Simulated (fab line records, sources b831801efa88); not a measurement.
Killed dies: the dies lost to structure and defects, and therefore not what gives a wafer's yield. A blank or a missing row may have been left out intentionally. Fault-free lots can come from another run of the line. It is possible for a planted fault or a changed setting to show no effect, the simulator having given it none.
Struck lot and sound lot, side by side || flow sky130 || 43 out of 708 route steps
Sound: these wafers, L971.1, L971.2, L971.3. Wafers L975.3, L975.4, L975.6 were the ones struck. At the end, the cause is stated.
At each step with rows: each side's tool, then ch and its chambers, then its first start. Under that, the readings that differ: sound wafers || struck wafers || difference of the means || sigmas: that difference in standard deviations of wafers without a fault.
alike: words and numbers the same on both sides, and readings whose means are apart by under 2 such deviations; not compared: readings that were withheld, readings missing a value for some wafer, numbers with overlapping values and no deviation given by the record, and bounds like >300 which may hide the same value.
The two part at a step that has a row with sigmas, a row that says differs or no value, or rows on one side only. When numbers do not overlap yet have no deviation, they are printed without sigmas and do not part them. A reading missing from all wafers of one side parts the sides only when that side holds two or more wafers.

first, 6 steps without rows for these wafers: SKY_METAL1_COAT_09 (resist thk 60 nm); SKY_METAL1_COAT_10 (resist thk 450 nm); SKY_METAL1_SOFTBAKE_11 (time 90 s); SKY_METAL1_EXPOSE_12 (exposes mask MM1, target cd 140 nm); SKY_METAL1_PEB_13; SKY_METAL1_DEVELOP_14 (develop time 60 s).
SKY_METAL1_CD_MEAS_15: target cd 140 nm.
  sound on cdSem-02 at day 34 10:04; struck on cdSem-01 at day 36 09:43
{"reading": "cdNm (nm)", "sound": "137.8 138.6 138.4", "struck": "141.8 141.3 141.0", "difference": "+3.1", "sigmas": "+2"}
SKY_METAL1_OVL_MEAS_16:
  sound on overlay-01 at day 34 10:11; struck on overlay-02 at day 36 09:48
  alike: METAL1_OVL
then, 2 steps without rows for these wafers: SKY_METAL1_DESCUM_17 (chemistry O2, time 8 s); SKY_METAL1_ETCH_18 (etches BARC in N2/H2, stops on SiO2, time 47.72 s, target depth 60 nm).
SKY_METAL1_METAL_ETCH_19: etches the open film in Cl2/BCl3, stops on SiO2, target depth 360 nm, time 78 s.
  sound on rieMetal-01 ch 0,1, day 34 10:19; struck on rieMetal-02 ch 0,1, day 36 09:57
{"reading": "drypumpMotorCurrentA (A)", "sound": "5.1 5.2 5.2", "struck": "5.4 6.2 6.2", "difference": "+0.8", "sigmas": "+2"}
  alike: chamberPressureMTorr, oesProductAu, throttleValvePct
  not compared: rfHoursCounterH
then, 1 step without rows for these wafers: SKY_METAL1_STRIP_20 (strips in O2/N2).
SKY_METAL1_STRIP_21: strips in post etch residue remover, time 1200 s.
  sound on wetBench-03 ch 2, day 34 10:31; struck on wetBench-03 ch 0, day 36 10:07
then, 3 steps without rows for these wafers: SKY_METAL1_CLEAN_22 (cleans in IPA, time 180 s); SKY_METAL1_CLEAN_23 (cleans in O3/DIW); SKY_VIA1_HDPCVD_00 (deposits SiO2, target thk 1030 nm, time 171.7 s).
SKY_VIA1_THK_MEAS_01:
  sound on filmMetro-04 at day 34 11:11; struck on filmMetro-03 at day 36 10:50
  alike: VIA1_HDPCVD_THK
SKY_VIA1_CMP_02: polishes SiO2.
  sound on cmp-02 ch 0,2,3, day 34 11:14; struck on cmp-02 ch 0,3, day 36 10:53
  alike: motorCurrentA, retainingRingPressureFrac, slurryFilterDpKPa
SKY_VIA1_BOW_MEAS_03:
  sound on filmMetro-03 at day 34 11:32; struck on filmMetro-04 at day 36 11:13
  alike: VIA1_BOW
then, 8 steps without rows for these wafers: SKY_VIA1_DEHYDRATE_04 (time 60 s); SKY_VIA1_HMDS_05 (prime time 60 s); SKY_VIA1_COAT_06 (resist thk 60 nm); SKY_VIA1_COAT_07 (resist thk 450 nm); SKY_VIA1_SOFTBAKE_08 (time 90 s); SKY_VIA1_EXPOSE_09 (exposes mask VIM, target cd 150 nm); SKY_VIA1_PEB_10; SKY_VIA1_DEVELOP_11 (develop time 60 s).
SKY_VIA1_CD_MEAS_12: target cd 150 nm.
  sound on cdSem-01 at day 35 13:52; struck on cdSem-01 at day 37 13:01
  alike: cdNm
SKY_VIA1_OVL_MEAS_13:
  sound on overlay-01 at day 35 13:59; struck on overlay-02 at day 37 13:07
  alike: VIA1_OVL
then, 1 step without rows for these wafers: SKY_VIA1_ETCH_14 (etches BARC in N2/H2, stops on SiO2, time 45.9 s, target depth 60 nm).
SKY_VIA1_ETCH_15: etches SiO2 in C4F8/O2/Ar, stops on TiN, target depth 351 nm, time 54 s.
  sound on rieDiel-01 ch 0,1,3, day 35 14:04; struck on rieDiel-01 ch 1,2,3, day 37 13:11
  alike: chamberPressureMTorr, oesProductAu
  not compared: rfHoursCounterH
then, 5 steps without rows for these wafers: SKY_VIA1_STRIP_16 (strips in O2/N2); SKY_VIA1_STRIP_17 (strips in post etch residue remover, time 1200 s); SKY_VIA1_CLEAN_18 (cleans in IPA, time 180 s); SKY_VIA1_CLEAN_19 (cleans in O3/DIW); SKY_VIA1_SPUTTER_20 (material TiN, target thk 20 nm, time 80 s).
SKY_VIA1_CVD_21: deposits W, target thk 270 nm, time 80.902 s.
  sound on cvdW-01 ch 0,1, day 35 14:46; struck on cvdW-01 ch 0,1, day 37 13:55
  alike: heaterPowerW
SKY_VIA1_RS_MEAS_22: the measuring method here is four-point-probe.
  sound on filmMetro-01 at day 35 14:52; struck on filmMetro-03 at day 37 14:01
  alike: VIA1_W_RS
SKY_VIA1_THK_MEAS_23: measures by xrf.
  sound on filmMetro-01 at day 35 14:59; struck on filmMetro-03 at day 37 14:07
  alike: VIA1_W_THK
then, 2 steps without rows for these wafers: SKY_VIA1_CMP_24 (polishes, stops on SiO2, t overpolish 15 s, target thk 0 nm); SKY_METAL2_SPUTTER_00 (material Ti, target thk 15 nm, time 10 s).
SKY_METAL2_SPUTTER_01: material TiN, target thk 20 nm, time 16.7 s.
  sound on pvdSputter-04 at day 35 15:22; struck on pvdSputter-04 at day 37 14:29
  alike: throttleValvePct
-- the record jumps here: 11 days lie between the struck wafers' starts before and after (it left off in module METAL2 and takes up again in module PAD_OPEN, whose first step shown is number 708 of the route) --
SKY_PAD_OPEN_PROBE_99:
  sound on prober-02 at day 47 08:09; struck on prober-02 at day 48 14:18
{"reading": "defectLimitedYield (%)", "sound": "81.5 81.1 82.7", "struck": "78.7 76.0 76.2", "difference": -4.8, "sigmas": -2}
{"reading": "killed_at_M0_to_M3", "sound": "45 57 48", "struck": "60 72 68", "difference": "+17", "sigmas": "+2"}
{"reading": "killedDies", "sound": "91 93 85", "struck": "105 118 117", "difference": "+24", "sigmas": "+2"}
{"reading": "killedOnRim", "sound": "15 14 16", "struck": "29 18 23", "difference": "+8", "sigmas": "+2"}
{"reading": "sort_bin_5_function (%)", "sound": "11.4 11.4 10.8", "struck": "13.6 15.7 15.2", "difference": "+3.6", "sigmas": "+2"}
{"reading": "sortNPass", "sound": "401 399 407", "struck": "387 374 375", "difference": -24, "sigmas": -2}
{"reading": "sortYieldPct (%)", "sound": "81.5 81.1 82.7", "struck": "78.7 76.0 76.2", "difference": -4.8, "sigmas": -2}
{"reading": "model.etest.tester.sortNPass", "sound": "401 399 407", "struck": "387 374 375", "difference": -24, "sigmas": ""}
{"reading": "model.etest.tester.sortYieldPct (%)", "sound": "81.5 81.1 82.72", "struck": "78.66 76.02 76.22", "difference": -4.81, "sigmas": ""}
{"reading": "model.etest.tester.sort_bin_5_pct (%)", "sound": "11.38 11.38 10.77", "struck": "13.62 15.65 15.24", "difference": "+3.66", "sigmas": ""}
  alike: killed_at_M4_up, killedAtContacts, killedAtFrontEnd, killedAtOther, killedOpen, killedShort, sort_bin_3_pad_short, sort_bin_6_memory
  not compared: model.etest.tester.sort_bin_6_pct

## WHERE THEY PART
At SKY_METAL1_CD_MEAS_15 first; at SKY_PAD_OPEN_PROBE_99 last (within this record only).

WHY: whatever the simulator had introduced
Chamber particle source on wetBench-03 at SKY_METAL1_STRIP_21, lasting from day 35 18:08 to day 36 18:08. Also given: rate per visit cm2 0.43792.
